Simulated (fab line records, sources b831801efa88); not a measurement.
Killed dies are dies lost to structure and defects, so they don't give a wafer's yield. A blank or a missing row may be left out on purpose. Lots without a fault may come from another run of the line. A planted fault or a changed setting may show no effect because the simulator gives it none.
Which tool did it? | flow sfq_line | 14 lots, 42 wafers sampled, at 3 steps of a route of 325

WHAT THE GAUGES READ, wafer by wafer
SFQ_R5_RS_MEAS_933: measures by four-point-probe. Usual: R5_MONX_RS 7.06 ohm/sq, standard deviation 0.075.
lot  | measured     | on            | R5_MONX_RS (ohm/sq) | flag
L554 | day 50 10:16 | film_metro-01 | 6.92 6.97 6.96      |
L557 | day 51 07:06 | film_metro-01 | 6.89 7.02 7.00      |
L559 | day 51 14:12 | film_metro-04 | 7.01 6.89 6.99      |
L560 | day 55 02:42 | film_metro-01 | 7.07 7.12 7.19      |
L561 | day 55 14:29 | film_metro-01 | 7.12 7.08 7.06      |
L562 | day 55 21:13 | film_metro-01 | 6.86 7.04 7.06      |
L563 | day 56 06:12 | film_metro-04 | 7.03 7.18 7.18      |
L564 | day 56 09:34 | film_metro-04 | 7.09 6.99 7.13      |
L566 | day 58 09:37 | film_metro-02 | 7.08 7.14 7.17      |
L567 | day 61 20:29 | film_metro-02 | 7.12 7.07 7.13      |
L568 | day 62 04:52 | film_metro-02 | 7.07 7.06 7.08      |
L570 | day 62 12:44 | film_metro-02 | 7.01 7.03 7.01      |
L572 | day 64 03:18 | film_metro-02 | 7.01 7.01 7.01      |
L576 | day 69 17:57 | film_metro-01 | 7.07 7.03 7.06      |

SFQ_I6_BOW_MEAS_941. Usual: I6_BOW 5 um, standard deviation 11.
lot  | measured     | on            | I6_BOW (um) | flag
L554 | day 60 17:58 | film_metro-01 | 20 19 34    |
L557 | day 60 23:55 | film_metro-03 | 6 9 5       |
L559 | day 61 04:52 | film_metro-01 | 7 10 10     |
L560 | day 61 05:55 | film_metro-02 | 5 3 13      |
L561 | day 61 07:50 | film_metro-03 | 5 -3 3      |
L562 | day 67 06:07 | film_metro-01 | -1 1 8      |
L563 | day 67 07:56 | film_metro-03 | 16 4 6      |
L564 | day 67 09:44 | film_metro-01 | 14 6 1      |
L566 | day 68 11:08 | film_metro-01 | 10 20 27    |
L567 | day 68 12:58 | film_metro-03 | 32 18 23    |
L568 | day 68 14:08 | film_metro-01 | 7 5 4       |
L570 | day 68 17:12 | film_metro-01 | 17 17 2     |
L572 | day 70 05:53 | film_metro-02 | -2 5 -15    |
L576 | day 74 18:51 | film_metro-02 | 0 -13 -26   |

WHICH TOOL RAN EACH LOT (tool, then ch and the chambers of the sampled wafers, then the start)
lot  | SFQ_TRILAYER_R5_BARC_OPEN_METAL_ETCH_177
L554 | rie_metal-04 ch 0,1, day 50 22:43
L557 | rie_metal-03 ch 0,1, day 51 09:34
L559 | rie_metal-02 ch 0,1, day 51 16:38
L560 | rie_metal-03 ch 0,1, day 55 05:18
L561 | rie_metal-04 ch 0,1, day 55 16:58
L562 | rie_metal-02 ch 0,1, day 56 19:21
L563 | rie_metal-03 ch 0,1, day 57 03:45
L564 | rie_metal-03 ch 0,1, day 57 06:09
L566 | rie_metal-03 ch 0,1, day 59 07:37
L567 | rie_metal-04 ch 0,1, day 62 09:03
L568 | rie_metal-04 ch 0,1, day 62 10:15
L570 | rie_metal-02 ch 0,1, day 62 18:48
L572 | rie_metal-02 ch 0,1, day 68 00:58
L576 | rie_metal-04 ch 0,1, day 70 02:28
- SFQ_TRILAYER_R5_BARC_OPEN_METAL_ETCH_177: etches BARC in O2, target depth 125 nm, time 41.7 s.

WHAT THE TOOLS THEMSELVES READ (means of the sampled wafers that have a number; where no wafer has one, the mark that the record gives instead)
SFQ_TRILAYER_R5_BARC_OPEN_METAL_ETCH_177. Usual: drypump_motor_current_A 5.9 A, standard deviation 0.39; oes_product_au 0.684 a.u., standard deviation 0.0043; rf_fwd_power_W 593.3 W, standard deviation 2.2.
lot  | tool         | drypump_motor_current_A (A) | oes_product_au (a.u.) | rf_fwd_power_W (W) | flag
L554 | rie_metal-04 | 5.6                         | 0.684                 | 593.6              |
L557 | rie_metal-03 | 6.1                         | 0.683                 | 592.7              |
L559 | rie_metal-02 | 6.3                         | 0.682                 | 591.2              |
L560 | rie_metal-03 | 6.1                         | 0.691                 | 594.9              |
L561 | rie_metal-04 | 5.6                         | 0.687                 | 592.3              |
L562 | rie_metal-02 | 6.2                         | 0.685                 | 593.2              |
L563 | rie_metal-03 | 5.9                         | 0.683                 | 595.5              |
L564 | rie_metal-03 | 5.9                         | 0.685                 | 594.3              |
L566 | rie_metal-03 | 6.1                         | 0.685                 | 592.9              |
L567 | rie_metal-04 | 5.6                         | 0.684                 | 593.2              |
L568 | rie_metal-04 | 5.6                         | 0.682                 | 593.7              |
L570 | rie_metal-02 | 6.3                         | 0.685                 | 592.5              |
L572 | rie_metal-02 | 6.3                         | 0.680                 | 592.6              |
L576 | rie_metal-04 | 5.7                         | 0.679                 | 592.3              |

THE ANSWER, worked out from the rows above alone
Rule: a lot is off if the mean of its wafers that have a number lies more than 3 standard deviations from the usual mean. A lot without any number at a reading at which 4 lots or more have one is off too. The other lots that the step has rows for count as sound. The gauges are gone through in route order, then the tools' own readings, and for those a lot's mean is taken as printed above. The first step at which some lot is off is used, and at that step the reading that is off furthest; a lot without a number counts as furthest.
No lot is off at any reading shown: from this, nothing can be told.

WHAT THE SIMULATOR HAD PUT IN
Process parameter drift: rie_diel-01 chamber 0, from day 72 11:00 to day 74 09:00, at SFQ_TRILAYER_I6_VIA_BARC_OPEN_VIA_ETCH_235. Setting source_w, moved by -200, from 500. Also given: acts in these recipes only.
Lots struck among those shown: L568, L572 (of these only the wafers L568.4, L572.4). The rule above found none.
